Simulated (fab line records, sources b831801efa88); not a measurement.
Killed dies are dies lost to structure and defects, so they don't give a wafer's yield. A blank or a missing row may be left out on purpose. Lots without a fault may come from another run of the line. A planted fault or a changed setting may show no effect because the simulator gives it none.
Which tool did it? | flow sky130 | 11 lots, 33 wafers sampled, at 1 step of a route of 708

WHAT THE GAUGES READ, wafer by wafer
SKY_SD_N_OVL_MEAS_08.
lot  | measured     | on         | SD_N_OVL (nm)
L500 | day 28 09:22 | overlay-01 | -0.9 -0.7 -1.2
L502 | day 28 20:16 | overlay-02 | -1.1 -1.6 -2.1
L503 | day 30 19:26 | overlay-01 | -1.5 -2.5 -2.1
L504 | day 30 21:35 | overlay-02 | 1.9 1.1 0.7
L507 | day 31 08:53 | overlay-01 | -1.0 -1.2 -4.3
L510 | day 31 23:16 | overlay-01 | -2.2 -0.8 -3.4
L516 | day 34 11:47 | overlay-01 | -0.5 0.1 1.6
L514 | day 34 12:49 | overlay-02 | 0.9 -0.5 1.4
L517 | day 34 23:10 | overlay-02 | 0.8 0.3 0.3
L518 | day 35 05:17 | overlay-02 | 0.8 1.4 0.7
L519 | day 35 12:47 | overlay-01 | -0.8 -0.5 -1.4

WHICH TOOL RAN EACH LOT (tool, then ch and the chambers of the sampled wafers, then the start)
The record holds no process step before these readings.

THE ANSWER, worked out from the rows above alone
Rule: what is usual is taken from the lots themselves. Put in order of their means at a reading, lots are off if they are a third of the lots or fewer, leave a main group of 4 or more, and stand apart from it by a gap of 3 or more times the standard deviation of the main group's means; of several such gaps the widest counts. A main group whose means are all the same, to the digits that the tables above print for the reading, isn't used. A lot without any number at a reading at which 4 lots or more have one is off too. The other lots that the step has rows for count as sound.
No lot is off at any reading shown: from this, nothing can be told.

WHAT THE SIMULATOR HAD PUT IN
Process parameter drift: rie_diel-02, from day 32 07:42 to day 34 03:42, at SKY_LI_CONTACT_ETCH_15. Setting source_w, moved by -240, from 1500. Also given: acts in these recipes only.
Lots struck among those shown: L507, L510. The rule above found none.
